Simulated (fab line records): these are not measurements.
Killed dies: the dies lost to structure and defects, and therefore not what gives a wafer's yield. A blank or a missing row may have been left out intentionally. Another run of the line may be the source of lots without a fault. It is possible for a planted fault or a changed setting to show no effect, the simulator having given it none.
Matching of chambers -- flow sky130 -- cmp-02 running SKY_VIA2_CMP_24: 4 sister chambers
The step polishes, stops on SiO2, t overpolish 20 s, target thk 0 nm. 8 wafers are shown with their chamber, then 12 later ones without.

== WAFERS WITH THEIR CHAMBER ==
wafer,chamber,motor_current_A (A),time_to_endpoint_s (s)
L088.3,3,11.0,111
L088.4,2,10.5,108
L090.1,2,10.6,99
L090.2,0,9.0,98
L090.4,1,11.0,97
L090.3,3,11.1,98
L090.5,0,8.9,102
L090.6,1,11.2,95

== WAFERS WITHOUT THEIR CHAMBER ==
wafer,motor_current_A (A),time_to_endpoint_s (s)
L091.2,10.7,103
L091.4,9.0,106
L091.5,9.2,105
L092.1,11.4,100
L092.2,11.2,104
L092.4,9.0,103
L095.1,10.5,102
L095.2,11.4,102
L095.3,9.2,105
L097.3,10.4,103
L097.4,9.2,101
L097.5,11.2,102

== WHICH CHAMBER EACH WENT THROUGH ==
wafer,from the rows above,in truth
L091.2,2,2
L091.4,0,0
L091.5,0,0
L092.1,can't be placed: 1 or 3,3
L092.2,can't be placed: 3 or 1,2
L092.4,0,0
L095.1,2,2
L095.2,can't be placed: 1 or 3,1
L095.3,0,0
L097.3,2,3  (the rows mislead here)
L097.4,0,0
L097.5,can't be placed: 1 or 3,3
Correct placement for 7 of the 12. Not placeable from these rows: 4 (in 3, the candidates include the true chamber). Number placed wrongly: 1.
How it was worked out, from the rows above alone: a wafer's distance from a chamber is the root of the sum, over the readings, of the square of ((its reading less the chamber's mean) divided by the reading's scatter). If the next closest chamber is less than 2 further off than the closest, the wafer can't be placed; otherwise it belongs to the closest. For every chamber, the mean is computed from those of its wafers that are shown. The scatter is the square root of a quotient: the sum, over the shown wafers, of each reading's squared deviation from its chamber's mean, divided by wafers minus chambers.
